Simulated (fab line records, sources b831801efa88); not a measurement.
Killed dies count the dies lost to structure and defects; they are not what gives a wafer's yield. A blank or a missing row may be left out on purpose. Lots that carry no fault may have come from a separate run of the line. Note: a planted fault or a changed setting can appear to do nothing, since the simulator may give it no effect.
Which tool did it?    flow gf180mcu    13 lots, 39 wafers sampled, at 4 steps of a route of 602

== WHAT EACH GAUGE READ, for each wafer ==
GF_MVPSD_TW_MEAS_11.
lot   measured      on            MVPSD_TW
L319  day 5 00:44   filmMetro-03  551 552 551
L320  day 5 07:08   filmMetro-01  555 555 555
L321  day 5 10:59   filmMetro-02  549 551 549
L322  day 5 20:58   filmMetro-03  551 546 549
L324  day 6 08:23   filmMetro-02  547 547 547
L327  day 6 23:39   filmMetro-01  555 556 553
L328  day 7 04:28   filmMetro-02  547 543 548
L329  day 7 13:35   filmMetro-02  546 545 550
L334  day 8 16:53   filmMetro-02  560 559 561
L336  day 9 06:30   filmMetro-01  570 572 575 568 572 567
L339  day 9 22:50   filmMetro-03  549 549 549
L340  day 10 07:18  filmMetro-01  555 557 558
L342  day 10 17:47  filmMetro-01  556 554 554

GF_VT_IMPLANT_RS_MEAS_49: uses a four-point probe to measure.
lot   measured      on            MVPSD_RS (ohm/sq)
L319  day 7 13:04   filmMetro-01  1172 1168 1171
L320  day 7 20:13   filmMetro-01  1174 1173 1173
L321  day 8 00:09   filmMetro-02  1170 1167 1174
L322  day 8 12:55   filmMetro-01  1167 1161 1166
L324  day 9 01:09   filmMetro-01  1167 1163 1164
L327  day 9 17:22   filmMetro-02  1172 1170 1172
L328  day 9 22:55   filmMetro-02  1172 1172 1172
L329  day 10 08:28  filmMetro-01  1171 1167 1168
L334  day 11 13:00  filmMetro-03  1102 1102 1102 1103 1105 1101
L336  day 12 04:22  filmMetro-02  1105 1104 1101 1102 1105 1103
L339  day 12 19:01  filmMetro-03  1170 1169 1167
L340  day 13 05:23  filmMetro-01  1166 1164 1164
L342  day 13 19:23  filmMetro-02  1168 1168 1168

GF_CONTACT_THK_MEAS_03.
lot   measured      on            CONTACT_CVD_02_THK (nm)
L319  day 15 02:43  filmMetro-01  840 859 874
L320  day 15 12:04  filmMetro-02  873 858 881
L321  day 15 12:39  filmMetro-03  859 874 876
L322  day 16 05:34  filmMetro-03  868 867 874
L324  day 17 10:01  filmMetro-01  870 859 849
L327  day 18 19:06  filmMetro-03  846 858 854
L328  day 18 18:29  filmMetro-03  832 854 864
L329  day 19 14:15  filmMetro-01  854 872 866
L336  day 20 21:31  filmMetro-01  862 869 863
L339  day 21 20:29  filmMetro-01  856 872 880
L340  day 22 06:35  filmMetro-03  871 876 876
L342  day 22 23:02  filmMetro-01  847 859 864

== WHICH TOOL RAN EACH LOT (tool, then ch and the chambers of the sampled wafers, then the start) ==
lot   GF_MVPSD_IMPLANT_08
L319  implanter-01 ch 0, day 5 00:20
L320  implanter-02 ch 0, day 5 06:44
L321  implanter-04 ch 0, day 5 10:35
L322  implanter-04 ch 0, day 5 20:36
L324  implanter-01 ch 0, day 6 07:59
L327  implanter-02 ch 0, day 6 23:16
L328  implanter-04 ch 0, day 7 04:04
L329  implanter-01 ch 0, day 7 13:11
L334  implanter-02 ch 0, day 8 16:29
L336  implanter-02 ch 0, day 9 06:09
L339  implanter-04 ch 0, day 9 22:26
L340  implanter-01 ch 0, day 10 06:57
L342  implanter-04 ch 0, day 10 17:24
- GF_MVPSD_IMPLANT_08

== WHAT THE TOOLS THEMSELVES READ (means of the sampled wafers that have a number; where no wafer has one, the mark that the record gives instead) ==
GF_MVPSD_IMPLANT_08.
lot   tool          doseIonsCm2  faradayCurrentUA  tiltDeg (degrees)
L319  implanter-01  1.5e+13      84.4              0.005
L320  implanter-02  1.5e+13      83.0              -0.001
L321  implanter-04  1.5e+13      84.3              0.018
L322  implanter-04  1.5e+13      85.0              0.000
L324  implanter-01  1.5e+13      83.6              0.007
L327  implanter-02  1.5e+13      83.2              -0.007
L328  implanter-04  1.5e+13      83.0              -0.024
L329  implanter-01  1.5e+13      83.2              0.017
L334  implanter-02  1.7e+13      94.9              0.004
L336  implanter-02  1.7e+13      95.1              -0.018
L339  implanter-04  1.5e+13      85.8              0.008
L340  implanter-01  1.5e+13      85.2              -0.022
L342  implanter-04  1.5e+13      84.5              -0.010

== THE ANSWER, worked out from the rows above alone ==
Rule: the lots themselves supply what counts as usual. The widest of any qualifying gaps counts: lots, ordered by their means at a reading, are off when they make up no more than a third of the lots, leave a main group of 4 or more, and stand apart from it by 3 or more times the standard deviation of that group's means. The tables above print the reading to a certain number of digits; a main group whose means all agree to those digits is not used. A lot without any number at a reading at which 4 lots or more have one is off too. Any other lot the step has rows for is counted as sound. First the gauges in route order, then the tools' own readings, where a lot's mean is used as printed above. The first step at which some lot is off is used, and at that step the reading that is off furthest; a lot without a number counts as furthest.
Off: at GF_VT_IMPLANT_RS_MEAS_49 (MVPSD_RS), L334, L336. Mean 1169 ohm/sq and standard deviation 2.9 in the main group.
A tool fits if, at a process step before that reading, it ran every lot that is off, and no sound lot after the first of them. The gauges at GF_VT_IMPLANT_RS_MEAS_49 aren't tried: what is off there is off at GF_MVPSD_IMPLANT_08 too, on other tools, and a gauge's error can't cause that. One fits: implanter-02 at GF_MVPSD_IMPLANT_08. A fault onset in the window from L327 (day 6 23:16, its last sound lot) to L334 (day 8 16:29, its first lot off) fits.
The tool's own readings at GF_MVPSD_IMPLANT_08 bear it out: on the lots that are off they differ by more than 5 times the standard deviation of the sound lots' means. doseIonsCm2 reads 1.7e+13 there against 1.5e+13 on the sound lots; faradayCurrentUA reads 95.0 there against 84.1 on the sound lots.

== WHAT THE SIMULATOR PUT IN ==
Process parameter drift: implanter-02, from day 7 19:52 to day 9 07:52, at GF_MVPSD_IMPLANT_08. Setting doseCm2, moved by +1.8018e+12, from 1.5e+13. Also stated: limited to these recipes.
Struck lots among those shown: L334, L336. Same finding as the rule above.
